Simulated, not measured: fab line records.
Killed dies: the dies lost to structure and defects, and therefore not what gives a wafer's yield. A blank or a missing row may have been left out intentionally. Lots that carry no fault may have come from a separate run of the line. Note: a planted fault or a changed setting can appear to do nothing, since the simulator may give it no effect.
fab line records    flow gf180mcu
record lots=6  wafers=18  lastDay=34
route steps=602 shown DNWELL@40 NWELL@42 LVPWELL@54 MVSD@66
lots that met no fault: taken from a fault-free run of the same line
startH: hours from the record's first day to the start of the lot's first wafer shown    waitH: hours from the lot's prior step to this one    " the same as in the row above    L1.1+2: a row that stands for several wafers    - no value present, or no start provided    * or withheld: withheld    < > ~ a bound
route shown NAME@n: NAME is a module with steps in the file, n the number in the route of the first one    usual: mean and standard deviation over wafers with no fault    same: alike in all rows    chamber/n: place in a boat    sites: the reading at each site    _std_site: their standard deviation    _edge_site: inner sites' mean taken away from outer sites' mean    radiusMm: how far each site lies from the wafer's centre    mask NAME#n: copy n    behind: the tool/chamber that last shaped the wafer    hold: the reason the lot was held/the length of the hold in hours/how it ended    device: transistor that didn't switch, given as n, p or np    end of line: tests run on the same wafers once the route is complete    step lacking rows: just its recipe    killed: at the first sort, the dies lost to defects and structure; wafer yield is something else    map: the dies of a wafer, with x for killed, . for not killed, _ for no die there
set.NAME: setting as actually run; set.NAME@STEP: the setting as run at that earlier step    model.NAME: the simulator's own value behind a step, which no gauge read
lots seen at some steps along the route; tables by step, rows by wafer
services: when a tool's chamber went out of use (startH, in hours from the record's first day, below 0 if earlier), for how many hours, and the reason
## steps
# step GF_DNWELL_STRIP_08
# recipe chemistry=O2/N2  powerW=1400  pressureMtorr=1500  platenTempC=250  o2FlowSccm=3000  n2FlowSccm=300  overashFraction=0.5
# usual chamberPressureMTorr=1500.0/1.4  drypumpMotorCurrentA=6.00/0.26  heaterPowerW=363/13  oesProductAu=0.722/0.0041  stripTimeToEndpointS=37.05/0.12
lot.wafer  tool            chamber  startH  waitH  chamberPressureMTorr  drypumpMotorCurrentA  heaterPowerW  oesProductAu  rfHoursCounterH  stripTimeToEndpointS
L972.1     plasmaAsher-03  1        57.87   0.1    1500.4                6.25                  345           0.725         19               37.15
L972.2     "               0        "       "      1499.9                5.75                  354           0.721         19               37.24
L972.5     "               1        "       "      1500.8                6.24                  351           0.720         -                37.24
L977.3     plasmaAsher-03  1        85.14   0.1    1499.2                6.24                  349           0.721         -                37.09
L977.4     "               0        "       "      1499.6                5.72                  363           0.722         -                36.99
L977.5     "               1        "       "      1498.0                6.23                  357           0.729         -                37.13
L978.1     plasmaAsher-04  0        90.22   0.1    1499.5                6.10                  387           0.722         44               37.32
L978.4     "               1        "       "      1497.7                5.60                  354           0.719         -                37.17
L978.6     "               0        "       "      1501.0                6.13                  389           0.721         -                37.13
L979.2     plasmaAsher-03  1        94.88   0.1    1500.6                6.25                  359           0.726         23               36.86
L979.5     "               0        "       "      1498.3                5.69                  355           0.721         -                36.93
L979.6     "               1        "       "      1498.7                6.28                  352           0.720         -                36.89
L981.1     plasmaAsher-04  1        106.05  0.1    1498.8                5.57                  351           0.719         46               36.93
L981.2     "               0        "       "      1499.0                6.12                  381           0.722         46               36.92
L981.4     "               0        "       "      1496.9                6.11                  396           0.722         -                37.04
L992.2     plasmaAsher-01  1        165.20  0.1    1500.1                6.27                  369           0.724         54               36.91
L992.3     "               0        "       "      1498.9                5.98                  374           0.721         -                36.95
L992.4     "               1        "       "      1498.9                6.27                  365           0.717         -                37.01
# step GF_DNWELL_TW_MEAS_09
# usual DNWELL_TW=1345/10
lot.wafer  tool          chamber  startH  waitH  DNWELL_TW
L972.1     filmMetro-02  -        57.97   0.1    1337
L972.2     "             -        "       "      1343
L972.5     "             -        "       "      1338
L977.3     filmMetro-04  -        85.22   0.1    1356
L977.4     "             -        "       "      1354
L977.5     "             -        "       "      1354
L978.1     filmMetro-02  -        90.32   0.1    1350
L978.4     "             -        "       "      1347
L978.6     "             -        "       "      1343
L979.2     filmMetro-02  -        94.99   0.1    1358
L979.5     "             -        "       "      1353
L979.6     "             -        "       "      1360
L981.1     filmMetro-04  -        106.15  0.1    1365
L981.2     "             -        "       "      1369
L981.4     "             -        "       "      1365
L992.2     filmMetro-04  -        165.31  0.1    1358
L992.3     "             -        "       "      1351
L992.4     "             -        "       "      1347
# step GF_NWELL_DEHYDRATE_00
# recipe tempC=200  timeS=60
# step GF_NWELL_HMDS_01
# recipe primeTimeS=60  primeTempC=120
# step GF_NWELL_COAT_02
# recipe spinRpm=2000  resistThkNm=3000
# step GF_NWELL_SOFTBAKE_03
# recipe tempC=110  timeS=withheld
# step GF_NWELL_EXPOSE_04
# recipe maskId=Nwell  targetCdNm=860  na=0.6  sourceShape=conventional  sigmaOuter=0.6  doseMj=260
# step GF_NWELL_PEB_05
# recipe tempC=115  timeS=withheld
# step GF_NWELL_DEVELOP_06
# recipe wallAngleDeg=90  developTimeS=60  devTempC=23
# step GF_NWELL_OVL_MEAS_07
# usual NWELL_OVL=-0.1/1.3
lot.wafer  tool        chamber  startH  waitH  NWELL_OVL[nm]
L972.1     overlay-01  -        70.45   -      0.5
L972.2     "           -        "       "      1.5
L972.5     "           -        "       "      2.2
L977.3     overlay-02  -        99.22   -      -1.0
L977.4     "           -        "       "      -0.3
L977.5     "           -        "       "      -0.3
L978.1     overlay-01  -        104.30  -      -0.8
L978.4     "           -        "       "      -0.1
L978.6     "           -        "       "      -2.7
L979.2     overlay-01  -        108.81  -      -2.1
L979.5     "           -        "       "      -0.3
L979.6     "           -        "       "      -2.5
L981.1     overlay-02  -        120.87  -      0.3
L981.2     "           -        "       "      -0.6
L981.4     "           -        "       "      -1.4
L992.2     overlay-01  -        180.81  -      -3.3
L992.3     "           -        "       "      -3.3
L992.4     "           -        "       "      -1.4
# step GF_NWELL_IMPLANT_08
# recipe species=P  energyKev=450  doseCm2=1.5e+13  tiltDeg=0
# step GF_NWELL_IMPLANT_09
# recipe species=P  energyKev=160  doseCm2=4e+12  tiltDeg=0
# step GF_NWELL_STRIP_10
# recipe chemistry=O2/N2  powerW=1400  pressureMtorr=1500  platenTempC=250  o2FlowSccm=3000  n2FlowSccm=300  overashFraction=0.5
# usual chamberPressureMTorr=1500.0/1.5  drypumpMotorCurrentA=5.92/0.27  heaterPowerW=360/29  oesProductAu=0.722/0.0049  stripTimeToEndpointS=36.99/0.12
lot.wafer  tool            chamber  startH  waitH  chamberPressureMTorr  drypumpMotorCurrentA  heaterPowerW  oesProductAu  rfHoursCounterH  stripTimeToEndpointS  model.coat_of_NWELL_COAT_02.thkNm
L972.1     plasmaAsher-01  0        70.79   0.1    1500.3                5.97                  368           0.726         46               36.90                 0
L972.2     "               1        "       "      1500.1                6.31                  358           0.728         46               36.98                 0
L972.5     "               0        "       "      1500.2                5.97                  371           0.723         -                36.90                 0
L977.3     plasmaAsher-04  1        99.57   0.1    -                     -                     -             -             -                -                     3018
L977.4     "               0        "       "      -                     -                     -             -             -                -                     3014
L977.5     "               1        "       "      -                     -                     -             -             -                -                     3015
L978.1     plasmaAsher-02  1        104.64  0.1    -                     -                     -             -             -                -                     3013
L978.4     "               1        "       "      -                     -                     -             -             -                -                     3015
L978.6     "               1        "       "      -                     -                     -             -             -                -                     3004
L979.2     plasmaAsher-02  0        109.14  0.1    1501.3                6.13                  298           0.721         49               36.93                 0
L979.5     "               0        "       "      1501.6                6.15                  301           0.725         -                36.85                 0
L979.6     "               1        "       "      1500.1                5.61                  373           0.723         -                36.90                 0
L981.1     plasmaAsher-04  0        121.21  0.1    1501.8                6.13                  393           0.724         0                36.87                 0
L981.2     "               1        "       "      1500.5                5.58                  361           0.720         0                36.91                 0
L981.4     "               1        "       "      1500.5                5.59                  356           0.723         -                36.86                 0
L992.2     plasmaAsher-02  1        181.14  0.1    1500.1                5.62                  373           0.722         57               37.09                 0
L992.3     "               1        "       "      1498.5                5.61                  384           0.728         -                37.01                 0
L992.4     "               0        "       "      1501.0                6.14                  307           0.728         -                37.12                 0
# step GF_NWELL_TW_MEAS_11
# usual NWELL_TW=1568/9.9
lot.wafer  tool          chamber  startH  waitH  NWELL_TW
L972.1     filmMetro-01  -        70.89   0.1    1563
L972.2     "             -        "       "      1562
L972.5     "             -        "       "      1564
L977.3     filmMetro-04  -        99.66   0.1    1573
L977.4     "             -        "       "      1586
L977.5     "             -        "       "      1570
L978.1     filmMetro-01  -        104.74  0.1    1573
L978.4     "             -        "       "      1564
L978.6     "             -        "       "      1557
L979.2     filmMetro-01  -        109.25  0.1    1557
L979.5     "             -        "       "      1555
L979.6     "             -        "       "      1552
L981.1     filmMetro-02  -        121.31  0.1    1570
L981.2     "             -        "       "      1570
L981.4     "             -        "       "      1568
L992.2     filmMetro-01  -        181.25  0.1    1552
L992.3     "             -        "       "      1553
L992.4     "             -        "       "      1552
# step GF_LVPWELL_DEHYDRATE_00
# recipe tempC=200  timeS=60
# step GF_LVPWELL_HMDS_01
# recipe primeTimeS=60  primeTempC=120
# step GF_LVPWELL_COAT_02
# recipe spinRpm=2000  resistThkNm=3000
# step GF_LVPWELL_SOFTBAKE_03
# recipe tempC=110  timeS=withheld
# step GF_LVPWELL_EXPOSE_04
# recipe maskId=LVPWELL  targetCdNm=600  na=0.6  sourceShape=conventional  sigmaOuter=0.6  doseMj=260
# step GF_LVPWELL_PEB_05
# recipe tempC=115  timeS=withheld
# step GF_LVPWELL_DEVELOP_06
# recipe wallAngleDeg=90  developTimeS=60  devTempC=23
# step GF_LVPWELL_OVL_MEAS_07
# usual LVPWELL_OVL=-0.8/1.2
lot.wafer  tool        chamber  startH  waitH  LVPWELL_OVL[nm]
L972.1     overlay-02  -        84.25   -      -0.5
L972.2     "           -        "       "      -0.3
L972.5     "           -        "       "      -0.4
L977.3     overlay-01  -        113.86  -      -1.1
L977.4     "           -        "       "      -1.5
L977.5     "           -        "       "      -2.1
L978.1     overlay-02  -        118.90  -      -0.7
L978.4     "           -        "       "      -3.3
L978.6     "           -        "       "      -0.4
L979.2     overlay-01  -        123.16  -      -2.0
L979.5     "           -        "       "      -0.6
L979.6     "           -        "       "      -3.6
L981.1     overlay-01  -        136.55  -      -2.2
L981.2     "           -        "       "      -2.0
L981.4     "           -        "       "      -2.9
L992.2     overlay-01  -        198.56  -      0.0
L992.3     "           -        "       "      -1.1
L992.4     "           -        "       "      -2.1
# step GF_LVPWELL_IMPLANT_08
# recipe species=B  energyKev=170  doseCm2=1.5e+13  tiltDeg=0
# step GF_LVPWELL_IMPLANT_09
# recipe species=B  energyKev=60  doseCm2=5e+12  tiltDeg=0
# step GF_LVPWELL_STRIP_10
# recipe chemistry=O2/N2  powerW=1400  pressureMtorr=1500  platenTempC=250  o2FlowSccm=3000  n2FlowSccm=300  overashFraction=0.5
# usual chamberPressureMTorr=1500.0/1.5  drypumpMotorCurrentA=5.99/0.26  heaterPowerW=351/27  oesProductAu=0.723/0.0046  stripTimeToEndpointS=36.99/0.099
lot.wafer  tool            chamber  startH  waitH  chamberPressureMTorr  drypumpMotorCurrentA  heaterPowerW  oesProductAu  rfHoursCounterH  stripTimeToEndpointS
L972.1     plasmaAsher-03  1        84.59   0.1    1498.9                6.28                  345           0.721         22               36.98
L972.2     "               0        "       "      1500.1                5.69                  364           0.725         22               36.94
L972.5     "               1        "       "      1498.7                6.24                  348           0.721         -                37.00
L977.3     plasmaAsher-03  0        114.22  0.1    1499.3                5.71                  357           0.729         -                81.62
L977.4     "               1        "       "      1502.6                6.24                  355           0.729         -                81.42
L977.5     "               1        "       "      1499.2                6.27                  354           0.748         -                81.58
L978.1     plasmaAsher-02  1        119.24  0.1    1501.7                5.64                  374           0.752         50               81.50
L978.4     "               1        "       "      1500.6                5.63                  372           0.740         -                81.60
L978.6     "               1        "       "      1504.3                5.62                  375           0.745         -                81.40
L979.2     plasmaAsher-01  1        123.49  0.1    1499.9                6.30                  365           0.723         49               37.01
L979.5     "               0        "       "      1502.4                5.94                  371           0.716         -                36.95
L979.6     "               1        "       "      1500.4                6.28                  368           0.717         -                37.03
L981.1     plasmaAsher-01  0        136.89  0.1    1499.3                5.98                  371           0.719         51               36.94
L981.2     "               1        "       "      1499.8                6.29                  368           0.729         51               36.96
L981.4     "               0        "       "      1501.0                5.97                  376           0.722         -                36.88
L992.2     plasmaAsher-03  1        198.89  0.1    1500.9                6.24                  348           0.721         34               36.87
L992.3     "               1        "       "      1499.3                6.25                  339           0.715         -                36.98
L992.4     "               0        "       "      1501.7                5.70                  359           0.718         -                36.97
# step GF_LVPWELL_TW_MEAS_11
# usual LVPWELL_TW=559/3.7
lot.wafer  tool          chamber  startH  waitH  LVPWELL_TW
L972.1     filmMetro-04  -        84.69   0.1    560
L972.2     "             -        "       "      561
L972.5     "             -        "       "      559
L977.3     filmMetro-04  -        114.31  0.1    30
L977.4     "             -        "       "      30
L977.5     "             -        "       "      30
L978.1     filmMetro-04  -        119.34  0.1    30
L978.4     "             -        "       "      30
L978.6     "             -        "       "      30
L979.2     filmMetro-01  -        123.60  0.1    552
L979.5     "             -        "       "      555
L979.6     "             -        "       "      555
L981.1     filmMetro-01  -        136.99  0.1    555
L981.2     "             -        "       "      556
L981.4     "             -        "       "      555
L992.2     filmMetro-04  -        199.00  0.1    564
L992.3     "             -        "       "      564
L992.4     "             -        "       "      565
# step GF_MVSD_DEHYDRATE_00
# recipe tempC=200  timeS=60
## services
tool            chamber  startH  hours  kind
plasmaAsher-03  -        85.97   2.8    pm
plasmaAsher-04  -        108.81  9.0    pm
plasmaAsher-04  0        108.81  9.0    ventCycle
plasmaAsher-04  1        108.81  9.0    ventCycle
plasmaAsher-04  0        117.81  -      clean
plasmaAsher-04  1        117.81  -      clean
plasmaAsher-03  -        140.00  1.3    repair
## key
firstSign step=GF_NWELL_STRIP_10  reading=toolRecord  direction=missing
effect step=GF_LVPWELL_STRIP_10  reading=stripTimeToEndpointS  direction=up  sigmas=99+  usual=*  struck=*
effect step=GF_LVPWELL_TW_MEAS_11  reading=LVPWELL_TW  direction=down  sigmas=99+  usual=559  struck=30
modelEffect step=GF_NWELL_STRIP_10  value=coat_of_NWELL_COAT_02.thkNm  without=0  struck=3013
metAt GF_NWELL_STRIP_10
struckWafers L977.3,L977.4,L977.5,L978.1,L978.4,L978.6
sortLeftOut L977.3,L977.4,L977.5,L978.1,L978.4,L978.6
testerLeftOut L977,L978
fault kind=skippedStepWhole  tool=plasmaAsher-02,plasmaAsher-04  chamber=-  onsetH=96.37  steps=GF_NWELL_STRIP_10  scope=struckLotsOnly
# testerLeftOut: of these lots the tester's yield and bins aren't shown, on N5 and GAA mostly nor the transistor test; their killed dies are dies lost to structure and defects alone, not to doping, threshold or leakage, so they don't give the yield
# sortLeftOut: the simulated sort isn't trusted on such a fault, so these wafers' sort isn't shown, and their yield isn't known
